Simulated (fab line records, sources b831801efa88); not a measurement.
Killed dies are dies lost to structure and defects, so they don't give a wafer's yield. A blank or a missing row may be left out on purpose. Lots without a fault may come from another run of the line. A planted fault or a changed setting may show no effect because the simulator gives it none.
Chamber matching | flow gf180mcu | GF_V1_CMP_26 on cmp-01: 4 sister chambers
The step polishes, stops on SiO2, t overpolish 15 s, target thk 0 nm. 7 wafers are shown with their chamber, then 6 later ones without.

WAFERS WITH THEIR CHAMBER
wafer  | chamber | motor_current_A (A) | slurry_flow_ml_min
L659.5 | 0       | 10.6                | 150.3
L660.1 | 1       | 10.6                | 149.2
L660.4 | 3       | 9.0                 | 149.3
L660.5 | 2       | 11.8                | 150.8
L662.1 | 1       | 10.3                | 149.9
L662.2 | 3       | 9.0                 | 149.6
L662.5 | 0       | 10.3                | 150.0

WAFERS WITHOUT THEIR CHAMBER
wafer  | motor_current_A (A) | slurry_flow_ml_min
L667.2 | 11.3                | 150.0
L667.3 | 10.9                | 150.2
L667.6 | 10.8                | 150.8
L669.2 | 8.8                 | 150.1
L669.3 | 10.3                | 149.5
L669.6 | 10.8                | 149.5

WHICH CHAMBER EACH WENT THROUGH
wafer  | from the rows above          | in truth
L667.2 | can't be placed: 2 or 0 or 1 | 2
L667.3 | can't be placed: 0 or 1      | 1
L667.6 | can't be placed: 0 or 1      | 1
L669.2 | 3                            | 3
L669.3 | can't be placed: 1 or 0      | 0
L669.6 | can't be placed: 1 or 0      | 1
Placed correctly: 1 of 6. Can't be placed from these rows: 5 (the true chamber is among the candidates in 5). Placed wrongly: 0.
How it was worked out, from the rows above alone: a wafer's distance from a chamber is the root of the sum, over the readings, of the square of ((its reading less the chamber's mean) divided by the reading's scatter). The wafer belongs to the nearest chamber; if the next one is less than 2 further off, it can't be placed. A chamber's mean is the mean of its shown wafers. The scatter: the root of (the sum of the squares of (reading less its chamber's mean) over the shown wafers, divided by (wafers less chambers)).
